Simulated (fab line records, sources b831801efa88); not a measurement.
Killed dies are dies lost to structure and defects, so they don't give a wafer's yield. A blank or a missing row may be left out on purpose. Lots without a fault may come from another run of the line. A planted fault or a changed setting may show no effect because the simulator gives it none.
Which tool did it? | flow gf180mcu | 14 lots, 42 wafers sampled, at 3 steps of a route of 602

WHAT THE GAUGES READ, wafer by wafer
GF_M5_OVL_MEAS_08.
lot  | measured     | on         | M5_OVL (nm)
L478 | day 26 03:40 | overlay-01 | 4 5 0
L479 | day 26 11:08 | overlay-01 | 3 1 1
L480 | day 26 13:46 | overlay-01 | 4 -2 7
L482 | day 27 17:43 | overlay-02 | -1 0 -1
L483 | day 28 04:18 | overlay-02 | -4 -4 -6
L486 | day 29 09:05 | overlay-01 | 4 -1 -5
L488 | day 29 22:05 | overlay-01 | 0 3 3
L490 | day 30 03:44 | overlay-02 | 1 -4 -3
L492 | day 30 10:07 | overlay-02 | -7 -3 -2
L493 | day 31 03:11 | overlay-01 | 4 1 -2
L496 | day 31 08:38 | overlay-02 | 0 1 1
L497 | day 31 12:44 | overlay-02 | 0 3 2
L498 | day 31 16:04 | overlay-01 | -5 -2 7
L500 | day 32 04:35 | overlay-01 | 0 2 6

GF_V5_OVL_MEAS_15.
lot  | measured     | on         | V5_OVL (nm)
L478 | day 27 01:20 | overlay-01 | 3 0 5
L479 | day 27 08:37 | overlay-01 | 1 3 4
L480 | day 27 09:45 | overlay-01 | -2 13 11
L482 | day 28 14:04 | overlay-02 | 2 -9 0
L483 | day 29 00:42 | overlay-02 | -6 -6 -5
L486 | day 30 04:59 | overlay-02 | -5 -2 -2
L488 | day 30 18:13 | overlay-02 | -3 -7 -12
L490 | day 30 23:07 | overlay-02 | -5 -6 -5
L492 | day 31 05:12 | overlay-02 | 0 0 -5
L493 | day 31 22:19 | overlay-02 | -9 -14 -7
L496 | day 32 03:17 | overlay-01 | 6 -3 2
L497 | day 32 07:19 | overlay-01 | 0 11 6
L498 | day 32 10:35 | overlay-02 | -11 -2 -4
L500 | day 32 22:37 | overlay-01 | -10 -4 -4

WHICH TOOL RAN EACH LOT (tool, then ch and the chambers of the sampled wafers, then the start)
lot  | GF_V5_CMP_04
L478 | cmp-02 ch 1,2, day 26 04:38
L479 | cmp-02 ch 0,2,3, day 26 12:08
L480 | cmp-02 ch 1,2,3, day 26 14:50
L482 | cmp-02 ch 0,3, day 27 18:44
L483 | cmp-02 ch 0,1,2, day 28 05:17
L486 | cmp-02 ch 0,3, day 29 10:03
L488 | cmp-02 ch 1,2,3, day 29 23:21
L490 | cmp-01 ch 0,1, day 30 05:02
L492 | cmp-01 ch 0,1,3, day 30 11:26
L493 | cmp-02 ch 0,1,2, day 31 04:12
L496 | cmp-01 ch 0,1,3, day 31 09:41
L497 | cmp-01 ch 0,1,3, day 31 13:45
L498 | cmp-01 ch 0,1,3, day 31 17:08
L500 | cmp-02 ch 1,2,3, day 32 05:35
- GF_V5_CMP_04: polishes SiO2.

WHAT THE TOOLS THEMSELVES READ (means of the sampled wafers that have a number; where no wafer has one, the mark that the record gives instead)
GF_V5_CMP_04.
lot  | tool   | motor_current_A (A) | retaining_ring_pressure_frac | slurry_flow_ml_min
L478 | cmp-02 | 10.9                | 1.008                        | 149.9
L479 | cmp-02 | 10.8                | 1.000                        | 150.2
L480 | cmp-02 | 11.6                | 1.003                        | 150.1
L482 | cmp-02 | 11.4                | 1.004                        | 150.4
L483 | cmp-02 | 11.5                | 1.004                        | 150.0
L486 | cmp-02 | 11.3                | 1.001                        | 150.2
L488 | cmp-02 | 11.3                | 1.002                        | 150.2
L490 | cmp-01 | 12.4                | 0.998                        | 150.4
L492 | cmp-01 | 11.9                | 0.999                        | 149.4
L493 | cmp-02 | 11.2                | 0.999                        | 150.0
L496 | cmp-01 | 12.1                | 1.000                        | 150.3
L497 | cmp-01 | 11.8                | 1.001                        | 149.9
L498 | cmp-01 | 11.9                | 0.997                        | 149.9
L500 | cmp-02 | 11.3                | 0.998                        | 150.0

THE ANSWER, worked out from the rows above alone
Rule: what is usual is taken from the lots themselves. Put in order of their means at a reading, lots are off if they are a third of the lots or fewer, leave a main group of 4 or more, and stand apart from it by a gap of 3 or more times the standard deviation of the main group's means; of several such gaps the widest counts. A main group whose means are all the same, to the digits that the tables above print for the reading, isn't used. A lot without any number at a reading at which 4 lots or more have one is off too. The other lots that the step has rows for count as sound. The gauges are gone through in route order, then the tools' own readings, and for those a lot's mean is taken as printed above. The first step at which some lot is off is used, and at that step the reading that is off furthest; a lot without a number counts as furthest.
No lot is off at any reading shown: from this, nothing can be told.

WHAT THE SIMULATOR HAD PUT IN
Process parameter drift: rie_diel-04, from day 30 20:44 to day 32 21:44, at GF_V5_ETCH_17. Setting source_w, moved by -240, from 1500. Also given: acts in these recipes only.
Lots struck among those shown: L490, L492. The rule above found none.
